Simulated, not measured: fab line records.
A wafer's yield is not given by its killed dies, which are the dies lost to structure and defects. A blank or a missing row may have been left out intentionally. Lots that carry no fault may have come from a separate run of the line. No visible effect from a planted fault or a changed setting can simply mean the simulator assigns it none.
Which tool did it?    flow gf180mcu    18 wafers from 6 lots sampled at 2 of the route's 602 steps

WHAT EACH GAUGE READ, for each wafer
GF_VT_IMPLANT_RS_MEAS_47: measures by four-point-probe.
lot   measured      on             NWELL_RS (ohm/sq)
L924  day 8 12:12   film_metro-04  489.4 489.0 490.3
L926  day 8 22:32   film_metro-01  488.4 487.4 486.5
L929  day 9 19:55   film_metro-01  490.5 491.5 490.5
L932  day 10 19:34  film_metro-01  429.9 430.2 429.5
L940  day 13 05:38  film_metro-02  490.2 487.6 487.0
L944  day 14 05:11  film_metro-01  489.2 489.1 489.3

EACH LOT AND THE TOOL THAT RAN IT (in order: tool; ch and the chambers of the sampled wafers; start)
lot   GF_NWELL_IMPLANT_09
L924  implanter-04 ch 0, day 3 23:59
L926  implanter-01 ch 0, day 4 09:52
L929  implanter-01 ch 0, day 5 04:40
L932  implanter-04 ch 0, day 5 21:22
L940  implanter-01 ch 0, day 7 19:43
L944  implanter-01 ch 0, day 8 14:03
- GF_NWELL_IMPLANT_09

THE ANSWER, worked out from the rows above alone
Rule: the lots themselves supply what counts as usual. Put in order of their means at a reading, lots are off if they are a third of the lots or fewer, leave a main group of 4 or more, and stand apart from it by a gap of 3 or more times the standard deviation of the main group's means; of several such gaps the widest counts. If all means in a main group match to the digits the tables above print for the reading, that group is not used. A lot without any number at a reading at which 4 lots or more have one is off too. The other lots that the step has rows for count as sound.
Off: at GF_VT_IMPLANT_RS_MEAS_47 (NWELL_RS), L932. Main group: mean 489.1 ohm/sq, sd 1.2.
A tool fits if, at a process step before that reading, it ran every lot that is off, and no sound lot after the first of them. The gauges at GF_VT_IMPLANT_RS_MEAS_47 are tried like those tools. One fits: GF_NWELL_IMPLANT_09 on implanter-04. A fault onset in the window from L924 (day 3 23:59, its last sound lot) to L932 (day 5 21:22, its first lot off) fits.

WHAT THE SIMULATOR PUT IN
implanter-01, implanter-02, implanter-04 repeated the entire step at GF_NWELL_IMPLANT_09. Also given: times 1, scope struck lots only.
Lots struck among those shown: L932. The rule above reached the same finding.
